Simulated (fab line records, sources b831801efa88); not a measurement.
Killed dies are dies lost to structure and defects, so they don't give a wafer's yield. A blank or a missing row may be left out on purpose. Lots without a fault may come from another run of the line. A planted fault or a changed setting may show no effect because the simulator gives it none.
One fault seen from 2 desks | flow sky130 | each desk has only its own numbers; what lay behind them comes last

THE TOOL OWNER'S DESK: iline_stepper-02
The tool's own readings at SKY_CAPM_EXPOSE_09 (exposes mask CAPM, target cd 1000 nm): means of the sampled wafers that have a number, for each lot that ran on this tool. A lot is out of limits, marked OUT, if its mean lies more than 4 standard deviations from the usual mean; the brackets give that distance.
Columns: A = exposure_dose_mJ_cm2 at SKY_CAPM_EXPOSE_09, usual 158.99; B = reticle_temp_C at SKY_CAPM_EXPOSE_09, usual 23.02 C
lot  | first seen here | A                | B
L440 | day 38 06:48    | 159.06           | 23.00
L453 | day 42 02:50    | 156.08 (-17) OUT | 23.12
L454 | day 42 12:12    | 156.16 (-17) OUT | 22.96
This desk's finding: out of limits on L453, L454; first on L453, day 42 02:50 (exposure_dose_mJ_cm2 at SKY_CAPM_EXPOSE_09). In limits: L440.

THE METROLOGY DESK
What the gauges read, lot by lot, whatever tool the lot ran on: means of the sampled wafers that have a number. A lot is out of limits, marked OUT, if its mean lies more than 4 standard deviations from the usual mean; the brackets give that distance.
Columns: A = CAPM_CVD_00_THK at SKY_CAPM_THK_MEAS_01, usual 15.60 nm; B = CAPM_TIN_RS at SKY_CAPM_RS_MEAS_03, usual 6.72 ohm/sq; C = CAPM_TIN_THK at SKY_CAPM_THK_MEAS_04, usual 202.3 nm; D = CAPM_OVL at SKY_CAPM_OVL_MEAS_12, usual -0.5 nm
lot  | first seen here | A     | B    | C     | D
L440 | day 37 17:35    | 15.70 | 6.74 | 202.1 | 0.8
L447 | day 40 10:41    | 15.54 | 6.68 | 203.8 | -0.7
L453 | day 41 14:44    | 15.84 | 6.67 | 204.5 | 0.5
L454 | day 42 00:46    | 15.45 | 6.75 | 201.1 | 1.7
L457 | day 43 02:33    | 15.75 | 6.71 | 201.4 | -1.6
L458 | day 43 17:34    | 15.86 | 6.63 | 206.3 | -0.1
This desk's finding: nothing out of limits on any of the 6 lots.

PUT TOGETHER
The tool owner's desk could have raised an alarm at day 42 02:50, on L453, L454.
The metrology desk saw nothing out of limits.
The metrology desk has L453, L454 on record, within its limits.
Of the lots named, all ran SKY_CAPM_EXPOSE_09 on iline_stepper-02.

WHAT THE SIMULATOR HAD PUT IN
Process parameter drift: iline_stepper-02, from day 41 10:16 on, at SKY_CAPM_EXPOSE_09. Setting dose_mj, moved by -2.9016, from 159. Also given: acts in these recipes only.
Lots struck among those shown: L453, L454.
Hours from the fault's start to each desk's first reading out of limits: the tool owner's desk, 17.
